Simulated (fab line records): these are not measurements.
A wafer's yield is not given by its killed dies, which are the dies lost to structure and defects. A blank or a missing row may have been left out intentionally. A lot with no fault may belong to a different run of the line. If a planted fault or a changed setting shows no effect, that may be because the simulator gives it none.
What tool caused it? / flow gf180mcu / 36 wafers from 12 lots sampled at 3 of the route's 602 steps

## WHAT THE GAUGES READ, wafer by wafer
GF_MVSD_TW_MEAS_11.
lot=L940; measured=day 4 11:43; on=film_metro-01; MVSD_TW=1584 1578 1579
lot=L941; measured=day 4 17:55; on=film_metro-03; MVSD_TW=1559 1564 1562
lot=L942; measured=day 4 22:30; on=film_metro-04; MVSD_TW=1576 1574 1565
lot=L943; measured=day 5 05:23; on=film_metro-04; MVSD_TW=1572 1565 1563
lot=L944; measured=day 5 11:13; on=film_metro-03; MVSD_TW=1555 1546 1539
lot=L945; measured=day 5 15:39; on=film_metro-01; MVSD_TW=1563 1571 1556
lot=L946; measured=day 5 21:03; on=film_metro-03; MVSD_TW=1543 1552 1551
lot=L954; measured=day 7 18:35; on=film_metro-03; MVSD_TW=1552 1560 1559
lot=L955; measured=day 7 23:35; on=film_metro-01; MVSD_TW=1590 1591 1596
lot=L959; measured=day 9 00:31; on=film_metro-03; MVSD_TW=1569 1573 1560
lot=L961; measured=day 9 10:38; on=film_metro-01; MVSD_TW=1574 1574 1583
lot=L963; measured=day 9 23:19; on=film_metro-04; MVSD_TW=1567 1576 1577

GF_DUAL_GATE_THK_MEAS_03.
lot=L940; measured=day 7 17:52; on=film_metro-03; DUAL_GATE_OXIDATION_00_THK (nm)=10.89 10.76 10.95
lot=L941; measured=day 7 23:04; on=film_metro-03; DUAL_GATE_OXIDATION_00_THK (nm)=10.65 10.59 10.41
lot=L942; measured=day 8 05:23; on=film_metro-01; DUAL_GATE_OXIDATION_00_THK (nm)=11.01 11.07 11.04
lot=L943; measured=day 8 12:40; on=film_metro-02; DUAL_GATE_OXIDATION_00_THK (nm)=10.68 10.86 10.70
lot=L944; measured=day 8 19:59; on=film_metro-02; DUAL_GATE_OXIDATION_00_THK (nm)=10.68 10.86 10.89
lot=L945; measured=day 9 02:22; on=film_metro-02; DUAL_GATE_OXIDATION_00_THK (nm)=11.35 11.18 11.25
lot=L946; measured=day 9 06:19; on=film_metro-01; DUAL_GATE_OXIDATION_00_THK (nm)=10.95 11.06 11.11
lot=L954; measured=day 11 13:31; on=film_metro-02; DUAL_GATE_OXIDATION_00_THK (nm)=8.75 8.52 8.43
lot=L955; measured=day 11 18:51; on=film_metro-01; DUAL_GATE_OXIDATION_00_THK (nm)=8.95 8.87 8.98
lot=L959; measured=day 13 00:54; on=film_metro-02; DUAL_GATE_OXIDATION_00_THK (nm)=11.01 11.03 10.87
lot=L961; measured=day 13 12:09; on=film_metro-02; DUAL_GATE_OXIDATION_00_THK (nm)=11.31 10.98 11.03
lot=L963; measured=day 14 01:25; on=film_metro-03; DUAL_GATE_OXIDATION_00_THK (nm)=10.85 10.87 10.85

## EACH LOT AND THE TOOL THAT RAN IT (in order: tool; ch and the chambers of the sampled wafers; start)
lot=L940; GF_DUAL_GATE_OXIDATION_02=furnace-02 ch 0, day 7 16:25
lot=L941; GF_DUAL_GATE_OXIDATION_02=furnace-01 ch 0, day 7 21:37
lot=L942; GF_DUAL_GATE_OXIDATION_02=furnace-01 ch 0, day 8 03:56
lot=L943; GF_DUAL_GATE_OXIDATION_02=furnace-02 ch 0, day 8 11:13
lot=L944; GF_DUAL_GATE_OXIDATION_02=furnace-01 ch 0, day 8 18:31
lot=L945; GF_DUAL_GATE_OXIDATION_02=furnace-02 ch 0, day 9 00:55
lot=L946; GF_DUAL_GATE_OXIDATION_02=furnace-02 ch 0, day 9 04:52
lot=L954; GF_DUAL_GATE_OXIDATION_02=furnace-01 ch 0, day 11 12:04
lot=L955; GF_DUAL_GATE_OXIDATION_02=furnace-01 ch 0, day 11 17:25
lot=L959; GF_DUAL_GATE_OXIDATION_02=furnace-02 ch 0, day 12 23:25
lot=L961; GF_DUAL_GATE_OXIDATION_02=furnace-02 ch 0, day 13 10:38
lot=L963; GF_DUAL_GATE_OXIDATION_02=furnace-02 ch 0, day 13 23:58
- GF_DUAL_GATE_OXIDATION_02: stabilise 600 s, purge 300 s, target thk 10.887 nm.

## AS READ BY THE TOOLS THEMSELVES (means over the sampled wafers that have a number; for cases with no such wafer, the mark the record gives instead)
GF_DUAL_GATE_OXIDATION_02.
lot=L940; tool=furnace-02; spike_tc_bottom_C (C)=916; spike_tc_centre_C (C)=899.8; spike_tc_lower_C (C)=900.0; spike_tc_top_C (C)=917; spike_tc_upper_C (C)=899.8; tube_center_temp_C (C)=900.04; tube_center_temp_C_max=902.6; zone_power_bottom_pct (%)=26.7; zone_power_upper_pct (%)=16.4
lot=L941; tool=furnace-01; spike_tc_bottom_C (C)=924; spike_tc_centre_C (C)=901.1; spike_tc_lower_C (C)=899.9; spike_tc_top_C (C)=905; spike_tc_upper_C (C)=900.4; tube_center_temp_C (C)=899.94; tube_center_temp_C_max=902.2; zone_power_bottom_pct (%)=26.2; zone_power_upper_pct (%)=15.9
lot=L942; tool=furnace-01; spike_tc_bottom_C (C)=923; spike_tc_centre_C (C)=900.9; spike_tc_lower_C (C)=899.4; spike_tc_top_C (C)=905; spike_tc_upper_C (C)=899.6; tube_center_temp_C (C)=899.94; tube_center_temp_C_max=902.4; zone_power_bottom_pct (%)=26.3; zone_power_upper_pct (%)=15.9
lot=L943; tool=furnace-02; spike_tc_bottom_C (C)=917; spike_tc_centre_C (C)=901.0; spike_tc_lower_C (C)=900.6; spike_tc_top_C (C)=917; spike_tc_upper_C (C)=899.9; tube_center_temp_C (C)=899.98; tube_center_temp_C_max=902.2; zone_power_bottom_pct (%)=26.6; zone_power_upper_pct (%)=16.5
lot=L944; tool=furnace-01; spike_tc_bottom_C (C)=923; spike_tc_centre_C (C)=903.1; spike_tc_lower_C (C)=898.4; spike_tc_top_C (C)=905; spike_tc_upper_C (C)=901.1; tube_center_temp_C (C)=900.06; tube_center_temp_C_max=902.6; zone_power_bottom_pct (%)=26.0; zone_power_upper_pct (%)=16.0
lot=L945; tool=furnace-02; spike_tc_bottom_C (C)=917; spike_tc_centre_C (C)=900.1; spike_tc_lower_C (C)=899.0; spike_tc_top_C (C)=917; spike_tc_upper_C (C)=899.2; tube_center_temp_C (C)=900.05; tube_center_temp_C_max=902.5; zone_power_bottom_pct (%)=26.5; zone_power_upper_pct (%)=16.4
lot=L946; tool=furnace-02; spike_tc_bottom_C (C)=916; spike_tc_centre_C (C)=899.7; spike_tc_lower_C (C)=899.7; spike_tc_top_C (C)=916; spike_tc_upper_C (C)=899.6; tube_center_temp_C (C)=900.01; tube_center_temp_C_max=902.3; zone_power_bottom_pct (%)=26.7; zone_power_upper_pct (%)=16.4
lot=L954; tool=furnace-01; spike_tc_bottom_C (C)=903; spike_tc_centre_C (C)=882.8; spike_tc_lower_C (C)=878.6; spike_tc_top_C (C)=885; spike_tc_upper_C (C)=880.4; tube_center_temp_C (C)=879.95; tube_center_temp_C_max=882.5; zone_power_bottom_pct (%)=25.0; zone_power_upper_pct (%)=15.2
lot=L955; tool=furnace-01; spike_tc_bottom_C (C)=904; spike_tc_centre_C (C)=880.8; spike_tc_lower_C (C)=879.8; spike_tc_top_C (C)=885; spike_tc_upper_C (C)=878.7; tube_center_temp_C (C)=879.99; tube_center_temp_C_max=882.6; zone_power_bottom_pct (%)=25.1; zone_power_upper_pct (%)=15.2
lot=L959; tool=furnace-02; spike_tc_bottom_C (C)=917; spike_tc_centre_C (C)=901.4; spike_tc_lower_C (C)=900.2; spike_tc_top_C (C)=918; spike_tc_upper_C (C)=899.6; tube_center_temp_C (C)=900.01; tube_center_temp_C_max=902.6; zone_power_bottom_pct (%)=26.7; zone_power_upper_pct (%)=16.4
lot=L961; tool=furnace-02; spike_tc_bottom_C (C)=916; spike_tc_centre_C (C)=898.8; spike_tc_lower_C (C)=898.8; spike_tc_top_C (C)=917; spike_tc_upper_C (C)=899.3; tube_center_temp_C (C)=899.90; tube_center_temp_C_max=902.1; zone_power_bottom_pct (%)=26.7; zone_power_upper_pct (%)=16.5
lot=L963; tool=furnace-02; spike_tc_bottom_C (C)=916; spike_tc_centre_C (C)=900.4; spike_tc_lower_C (C)=898.5; spike_tc_top_C (C)=917; spike_tc_upper_C (C)=899.8; tube_center_temp_C (C)=899.98; tube_center_temp_C_max=902.2; zone_power_bottom_pct (%)=26.5; zone_power_upper_pct (%)=16.3

## THE ANSWER, worked out from the rows above alone
Rule: the usual values come from the lots themselves. Put in order of their means at a reading, lots are off if they are a third of the lots or fewer, leave a main group of 4 or more, and stand apart from it by a gap of 3 or more times the standard deviation of the main group's means; of several such gaps the widest counts. Not used: any main group whose means are identical at the precision the tables above print for the reading. Also off: a lot with no number at a reading for which 4 or more lots have one. All remaining lots with rows at the step are treated as sound. The gauges are gone through in route order, then the tools' own readings, and for those a lot's mean is taken as printed above. The first step at which some lot is off is used, and at that step the reading that is off furthest; a lot without a number counts as furthest.
Off: L954, L955, at GF_DUAL_GATE_THK_MEAS_03 (DUAL_GATE_OXIDATION_00_THK). Mean 10.92 nm and standard deviation 0.19 in the main group.
A tool fits if, at a process step before that reading, it ran every lot that is off, and no sound lot after the first of them. Not tried: the gauges at GF_DUAL_GATE_THK_MEAS_03; whatever is off there is also off at GF_DUAL_GATE_OXIDATION_02, on other tools, and gauge error can't account for it. One candidate fits, namely furnace-01 at GF_DUAL_GATE_OXIDATION_02. Its last sound lot is L944 (day 8 18:31), its first lot that is off L954 (day 11 12:04): a fault that began between those two fits.
The tool's own readings at GF_DUAL_GATE_OXIDATION_02 bear it out: on the lots that are off they differ by more than 5 times the standard deviation of the sound lots' means. spike_tc_centre_C reads 881.8 C there against 900.6 C on the sound lots; spike_tc_lower_C reads 879.2 C there against 899.5 C on the sound lots; spike_tc_top_C reads 885 C there against 913 C on the sound lots; spike_tc_upper_C reads 879.5 C there against 899.8 C on the sound lots; tube_center_temp_C reads 879.97 C there against 899.99 C on the sound lots; tube_center_temp_C_max reads 882.5 there against 902.4 on the sound lots; zone_power_bottom_pct reads 25.1 % there against 26.5 % on the sound lots.

## WHAT THE SIMULATOR HAD PUT IN
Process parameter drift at GF_DUAL_GATE_OXIDATION_02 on furnace-01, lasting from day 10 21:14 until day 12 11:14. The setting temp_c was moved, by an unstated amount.
Struck lots among those shown: L954, L955. Same finding as the rule above.
